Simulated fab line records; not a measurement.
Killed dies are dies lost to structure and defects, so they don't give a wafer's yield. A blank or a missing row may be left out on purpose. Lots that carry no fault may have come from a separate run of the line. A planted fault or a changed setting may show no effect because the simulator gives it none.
fab line records    flow sky130
record: lots: 5  wafers: 15  last-day: 49
route steps=708 shown LDD_P@259 LDD_HVN@267 PAD_OPEN@708
lots that met no fault: taken from a fault-free run of the same line
start-h: hours from the record's first day to the start of the lot's first wafer shown    wait-h: how many hours have passed since the lot's step before this one    " unchanged from the row above    L1.1+2: several wafers, shown together as one row    - no value present, or no start provided    * or withheld: withheld    < > ~ a bound
route shown NAME@n: names a module that has steps shown in the file, with the first one's number in the route    usual: mean and standard deviation over wafers with no fault    same: alike in all rows    chamber/n: place in a boat    sites: per-site readings    _std_site: the standard deviation of these    _edge_site: outer sites' mean less inner sites'    radius-mm: for every site, how far away it sits from the centre of the wafer    mask NAME#n: copy n    behind: the tool/chamber that last shaped the wafer    hold: why the lot was held/for how many hours/how that ended    device: transistor that didn't switch, given as n, p or np    end of line: the route-end tests of the same wafers    for a step that has no rows: nothing shown but its recipe    killed: count of dies lost to structure and defects at first sort (not the wafer's yield)    map: a wafer's dies, x killed, . not, _ none there
set.NAME: setting as actually run; set.NAME@STEP: the setting as run at that earlier step    model.NAME: the simulator's own value behind a step, which no gauge read
lots at some steps of the route; a table a step, a row a wafer
services: a tool's chamber out of use, with start hour (start-h, from the record's first day; less than 0 if before it), hours out, and reason
== steps ==
step: SKY_LDD_P_EXPOSE_04
recipe: mask-id: PSDM  na: 0.6  source-shape: conventional  sigma-outer: 0.6  polarization: unpolarized  target-cd-nm: 380  dose-mj: 138
step: SKY_LDD_P_PEB_05
recipe: temp-c: withheld  time-s: *  resist: NOVOLAK
step: SKY_LDD_P_DEVELOP_06
recipe: resist: NOVOLAK  developer: TMAH  develop-time-s: 60  dev-temp-c: 23
step: SKY_LDD_P_CD_MEAS_07
recipe: target-cd-nm: 380
usual: cd-nm: 380.0/2.2
lot.wafer  tool       chamber  start-h  wait-h  cd-nm
L463.4     cd-sem-02  -        456.58   0.1     379.9
L463.5     "          -        "        "       384.3
L463.6     "          -        "        "       379.5
L473.1     cd-sem-02  -        542.66   0.1     380.4
L473.2     "          -        "        "       378.6
L473.4     "          -        "        "       378.9
L479.1     cd-sem-02  -        590.58   0.1     381.3
L479.5     "          -        "        "       383.1
L479.6     "          -        "        "       380.1
L480.1     cd-sem-01  -        601.47   0.1     380.4
L480.4     "          -        "        "       379.6
L480.6     "          -        "        "       378.5
L482.2     cd-sem-02  -        615.50   0.1     380.0
L482.4     "          -        "        "       380.0
L482.6     "          -        "        "       380.9
step: SKY_LDD_P_OVL_MEAS_08
usual: LDD_P_OVL: -1.3/1.6
lot.wafer  tool        chamber  start-h  wait-h  LDD_P_OVL[nm]
L463.4     overlay-01  -        456.65   0.1     -2.9
L463.5     "           -        "        "       -3.3
L463.6     "           -        "        "       -1.6
L473.1     overlay-01  -        542.78   0.1     -1.4
L473.2     "           -        "        "       -2.1
L473.4     "           -        "        "       -3.3
L479.1     overlay-01  -        590.70   0.1     -1.1
L479.5     "           -        "        "       1.3
L479.6     "           -        "        "       -0.5
L480.1     overlay-01  -        601.59   0.1     -2.3
L480.4     "           -        "        "       -4.1
L480.6     "           -        "        "       -3.0
L482.2     overlay-02  -        615.60   0.1     -2.3
L482.4     "           -        "        "       -1.2
L482.6     "           -        "        "       -0.2
step: SKY_LDD_P_IMPLANT_09
recipe: species: BF2  energy-kev: 25  dose-cm2: 1e+13  tilt-deg: withheld
step: SKY_LDD_P_STRIP_10
recipe: chemistry: O2/N2  power-w: 1400  pressure-mtorr: 1500  platen-temp-c: withheld  o2-flow-sccm: 3000  n2-flow-sccm: 300  overash-fraction: 0.5
usual: chamber-pressure-mTorr: 1500.0/1.3  drypump-motor-current-A: 5.69/0.18  oes-product-au: 0.715/0.0045  strip-time-to-endpoint-s: 14.18/0.044
same: overash-fraction: 0.5
lot.wafer  tool             chamber  start-h  wait-h  chamber-pressure-mTorr  drypump-motor-current-A  oes-product-au  rf-hours-counter-h  strip-time-to-endpoint-s
L463.4     plasma-asher-01  0        456.85   0.1     1499.0                  5.94                     0.714           -                   14.12
L463.5     "                0        "        "       1501.7                  5.93                     0.713           -                   14.13
L463.6     "                1        "        "       1501.8                  5.45                     0.721           -                   14.18
L473.1     plasma-asher-01  1        542.97   0.1     1500.7                  5.45                     0.712           84                  14.14
L473.2     "                0        "        "       1503.1                  5.97                     0.716           84                  14.18
L473.4     "                1        "        "       1499.0                  5.47                     0.709           -                   14.18
L479.1     plasma-asher-01  0        590.88   0.1     1502.6                  5.93                     0.715           89                  14.18
L479.5     "                0        "        "       1498.7                  5.95                     0.704           -                   14.17
L479.6     "                1        "        "       1499.8                  5.45                     0.717           -                   14.20
L480.1     plasma-asher-02  0        601.77   0.1     1501.2                  5.66                     0.713           49                  14.17
L480.4     "                0        "        "       1500.7                  5.65                     0.711           -                   14.19
L480.6     "                1        "        "       1500.6                  5.64                     0.712           -                   14.20
L482.2     plasma-asher-03  0        615.78   0.1     1500.1                  5.53                     0.724           17                  14.17
L482.4     "                1        "        "       1499.8                  5.90                     0.722           -                   14.16
L482.6     "                1        "        "       1502.0                  5.92                     0.712           -                   14.17
step: SKY_LDD_P_TW_MEAS_11
usual: LDD_P_TW: 635/12
lot.wafer  tool           chamber  start-h  wait-h  LDD_P_TW
L463.4     film-metro-04  -        456.95   0.1     649
L463.5     "              -        "        "       647
L463.6     "              -        "        "       647
L473.1     film-metro-04  -        543.07   0.1     649
L473.2     "              -        "        "       648
L473.4     "              -        "        "       656
L479.1     film-metro-01  -        590.98   0.1     622
L479.5     "              -        "        "       621
L479.6     "              -        "        "       622
L480.1     film-metro-02  -        601.87   0.1     631
L480.4     "              -        "        "       629
L480.6     "              -        "        "       627
L482.2     film-metro-04  -        615.89   0.1     654
L482.4     "              -        "        "       651
L482.6     "              -        "        "       653
step: SKY_LDD_HVN_DEHYDRATE_00
recipe: temp-c: 200  time-s: 60
step: SKY_LDD_HVN_HMDS_01
recipe: prime-time-s: 60  prime-temp-c: 120
step: SKY_LDD_HVN_COAT_02
recipe: resist: NOVOLAK  spin-rpm: 3000  resist-thk-nm: 300
step: SKY_LDD_HVN_SOFTBAKE_03
recipe: temp-c: 90  time-s: 60  resist: NOVOLAK
step: SKY_LDD_HVN_EXPOSE_04
recipe: mask-id: HVNTM  na: 0.6  source-shape: conventional  sigma-outer: 0.6  polarization: unpolarized  target-cd-nm: 700  dose-mj: 127
lot.wafer   tool              chamber  start-h  wait-h  mask
L463.4+5+6  iline-stepper-02  0        472.27   -       HVNTM#0
L473.1+2+4  iline-stepper-02  0        558.04   -       HVNTM_R1#0
L479.1+5+6  iline-stepper-01  0        605.86   -       HVNTM#0
L480.1+4+6  iline-stepper-01  0        615.98   -       HVNTM#0
L482.2+4+6  iline-stepper-02  0        631.38   -       HVNTM#0
step: SKY_LDD_HVN_PEB_05
recipe: temp-c: withheld  time-s: *  resist: NOVOLAK
step: SKY_PAD_OPEN_PROBE_99
usual: killed_at_M0_to_M3: 44/7.2  killed_at_M4_up: 3.0/1.9  killed-at-contacts: 25/4.8  killed-at-front-end: 16/4.2  killed-at-other: 0.2/0.44  killed-dies: 88/9.3  killed-open: 48/7.1  killed-short: 40/6.5
same: gross-dies: 492  killed-at-back-side: 0
lot.wafer  tool       chamber  start-h  wait-h  killed_at_M0_to_M3  killed_at_M4_up  killed-at-contacts  killed-at-front-end  killed-at-other  killed-dies  killed-open  killed-short
L479.1     prober-01  -        1173.09  0.1     48                  2                24                  15                   0                89           37           52
L479.5     prober-01  -        1173.29  0.2     42                  0                23                  10                   0                75           44           31
L479.6     prober-01  -        1173.34  0.2     53                  1                31                  16                   1                102          53           49
killed by level:class
L479.1 CONTACT:geometric-particle:open=11 METAL2:geometric-particle:short=9 METAL1:geometric-particle:short=8 POLY_GATE:geometric-particle:short=5 VIA2:geometric-particle:open=5 VIA2:geometric-particle:short=5 VIA3:geometric-particle:short=5 FIELD_ISO:geometric-particle:short=4
L479.5 VIA1:geometric-particle:open=13 CONTACT:geometric-particle:open=8 METAL1:geometric-particle:short=7 VIA3:geometric-particle:open=7 LI_CONTACT:geometric-particle:open=6 VIA2:geometric-particle:open=5 FIELD_ISO:geometric-particle:short=4 LOCAL_INTERCONNECT:geometric-particle:short=4
L479.6 CONTACT:geometric-particle:open=11 VIA1:geometric-particle:open=11 VIA2:geometric-particle:open=8 METAL1:geometric-particle:short=8 FIELD_ISO:geometric-particle:open=7 LOCAL_INTERCONNECT:geometric-particle:short=5 CONTACT:geometric-particle:short=5 METAL2:geometric-particle:short=5
== services ==
tool              chamber  start-h  hours  kind
plasma-asher-03   -        453.94   3.0    repair
iline-stepper-01  -        465.29   3.4    repair
iline-stepper-02  -        482.16   1.7    pm
iline-stepper-02  -        485.38   5.1    repair
iline-stepper-01  -        490.47   1.7    pm
iline-stepper-01  -        506.33   15.1   repair
iline-stepper-02  -        537.62   0.8    repair
plasma-asher-03   -        555.32   2.6    repair
iline-stepper-01  -        580.04   7.6    repair
plasma-asher-03   -        586.27   9.3    repair
iline-stepper-01  -        597.45   2.2    repair
== key ==
first-sign: step: SKY_LDD_HVN_EXPOSE_04  reading: mask  direction: changed
effect none on later readings
met-at SKY_LDD_HVN_EXPOSE_04
struck-wafers L473.1,L473.2,L473.4
tester-left-out L473
onset-between 472.27 558.04
fault: kind: wrong-mask  tool: any  chamber: -  onset-h: 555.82  steps: SKY_LDD_HVN_EXPOSE_04  aux-copy: HVNTM_R1#0  cd-offset-nm: 105  scope: struck-lots-only
tester-left-out: of these lots the tester's yield and bins aren't shown, on N5 and GAA mostly nor the transistor test; their killed dies are dies lost to structure and defects alone, not to doping, threshold or leakage, so they don't give the yield
